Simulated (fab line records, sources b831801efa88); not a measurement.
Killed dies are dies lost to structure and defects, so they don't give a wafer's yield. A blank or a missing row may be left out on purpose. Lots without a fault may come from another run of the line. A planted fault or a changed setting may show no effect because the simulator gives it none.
A struck lot beside a sound one | flow sky130 | 15 steps out of a route of 708
Sound: wafers L481.2, L481.3, L481.4. Struck: wafer L489.4. (L489.3 of the same lot was not struck and is left out.) The cause comes at the end.
At each step with rows: each side's tool, then ch and its chambers, then its first start. Under that, the readings that differ: sound wafers | struck wafers | difference of the means | sigmas: that difference in standard deviations of wafers without a fault.
alike: readings whose means differ by less than 2 such deviations, and words and numbers that are the same on both sides. not compared: withheld readings, readings that some wafer has no value for, bounds like >300 that may hide the same value, and numbers for which the record gives no deviation and whose values overlap.
The two part at a step that has a row with sigmas, a row that says differs or no value, or rows on one side only. Numbers that don't overlap but have no deviation are shown without sigmas and don't part them. A reading that every wafer of one side lacks parts them only if that side has two wafers or more.

SKY_NWELL_TW_MEAS_26:
  sound on film_metro-01, day 7 01:35; struck on film_metro-02, day 9 04:22
  alike: NWELL_2_TW
then, 1 step without rows for these wafers: SKY_NWELL_CLEAN_27 (cleans in SC1/SC2, time 150 s).
SKY_NWELL_RTA_28: time 30 s.
  sound on rtp_anneal-02 ch 0, day 7 01:42; struck on rtp_anneal-02 ch 0, day 9 04:29
  alike: lamp_power_pct, ramp_down_c_per_s, wafer_temp_C_max
SKY_NWELL_RS_MEAS_29: measures by four-point-probe.
  sound on film_metro-02, day 7 01:48; struck on film_metro-03, day 9 04:36
  alike: NWELL_RS
SKY_NWELL_RS_MEAS_31: measures by four-point-probe.
  sound on film_metro-02, day 7 02:02; struck on film_metro-03, day 9 04:50
  alike: PWDE_RS
then, 6 steps without rows for these wafers: SKY_VT_ADJUST_HVTP_DEHYDRATE_00 (time 60 s); SKY_VT_ADJUST_HVTP_HMDS_01 (prime time 60 s); SKY_VT_ADJUST_HVTP_COAT_02 (resist thk 1140 nm); SKY_VT_ADJUST_HVTP_SOFTBAKE_03 (time 60 s); SKY_VT_ADJUST_HVTP_EXPOSE_04 (exposes mask HVTPM, target cd 380 nm); SKY_VT_ADJUST_HVTP_PEB_05.
SKY_VT_ADJUST_HVTP_DEVELOP_06: develop time 60 s.
  sound on litho_track-04 ch 0, day 7 20:31; struck on litho_track-01 ch 0, day 10 02:04
  alike: developer_temp_C, resist_line_temp_C
SKY_VT_ADJUST_HVTP_CD_MEAS_07: target cd 380 nm.
  sound on cd_sem-02, day 7 20:39; struck on cd_sem-02, day 10 02:12
  reading    | sound             | struck | difference | sigmas
  cd_nm (nm) | 382.3 382.6 380.9 | 368.0  | -13.9      | -5
SKY_VT_ADJUST_HVTP_OVL_MEAS_08:
  sound on overlay-02, day 7 20:46; struck on overlay-02, day 10 02:17
  alike: VT_ADJUST_HVTP_OVL
-- the record jumps here: 39 days lie between the struck wafers' starts before and after (it left off in module VT_ADJUST_HVTP and takes up again in module PAD_OPEN, whose first step shown is number 708 of the route) --
SKY_PAD_OPEN_PROBE_99:
  sound on prober-02, day 47 12:31; struck on prober-02, day 49 13:05
  alike: killed_at_M0_to_M3, killed_at_M4_up, killed_at_contacts, killed_at_front_end, killed_at_other, killed_dies, killed_open, killed_short

WHERE THEY PART
Only at SKY_VT_ADJUST_HVTP_CD_MEAS_07, within this record. Later steps at which nothing parts them and some readings are alike: SKY_VT_ADJUST_HVTP_OVL_MEAS_08, SKY_PAD_OPEN_PROBE_99.

WHY: what the simulator had put in
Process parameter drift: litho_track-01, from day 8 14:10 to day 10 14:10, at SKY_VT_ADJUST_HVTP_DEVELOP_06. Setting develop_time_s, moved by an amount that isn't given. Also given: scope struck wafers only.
